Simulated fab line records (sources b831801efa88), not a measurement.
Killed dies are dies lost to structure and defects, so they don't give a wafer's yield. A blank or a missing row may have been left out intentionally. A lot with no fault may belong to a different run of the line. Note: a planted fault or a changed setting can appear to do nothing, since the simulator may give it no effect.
Which tool is to blame? | flow gf180mcu | at 1 step of a route of 602, 6 lots with 18 wafers sampled

## WHAT EACH GAUGE READ, for each wafer
GF_M3_RS_MEAS_05: uses a four-point probe to measure.
lot  | measured     | on           | M3_ALCU_RS (ohm/sq)
L137 | day 20 13:47 | filmMetro-03 | 0.0688 0.0682 0.0680
L139 | day 21 13:13 | filmMetro-01 | 0.0695 0.0697 0.0697
L142 | day 22 17:27 | filmMetro-03 | 0.0690 0.0690 0.0690
L147 | day 24 12:40 | filmMetro-03 | 0.0697 0.0688 0.0693
L151 | day 25 19:31 | filmMetro-04 | 0.0692 0.0695 0.0700
L158 | day 27 17:47 | filmMetro-04 | 0.0697 0.0686 0.0696

## EACH LOT AND THE TOOL THAT RAN IT (in order: tool; ch and the chambers of the sampled wafers; start)
Before these readings, the record contains no process step.

## THE ANSWER, worked out from the rows above alone
Rule: the usual values come from the lots themselves. Put in order of their means at a reading, lots are off if they are a third of the lots or fewer, leave a main group of 4 or more, and stand apart from it by a gap of 3 or more times the standard deviation of the main group's means; of several such gaps the widest counts. The tables above print the reading to a certain number of digits; a main group whose means all agree to those digits is not used. Also off: a lot with no number at a reading for which 4 or more lots have one. The other lots that the step has rows for count as sound.
No lot is off on any of the readings shown, so nothing can be concluded from this.

## WHAT WAS PUT IN BY THE SIMULATOR
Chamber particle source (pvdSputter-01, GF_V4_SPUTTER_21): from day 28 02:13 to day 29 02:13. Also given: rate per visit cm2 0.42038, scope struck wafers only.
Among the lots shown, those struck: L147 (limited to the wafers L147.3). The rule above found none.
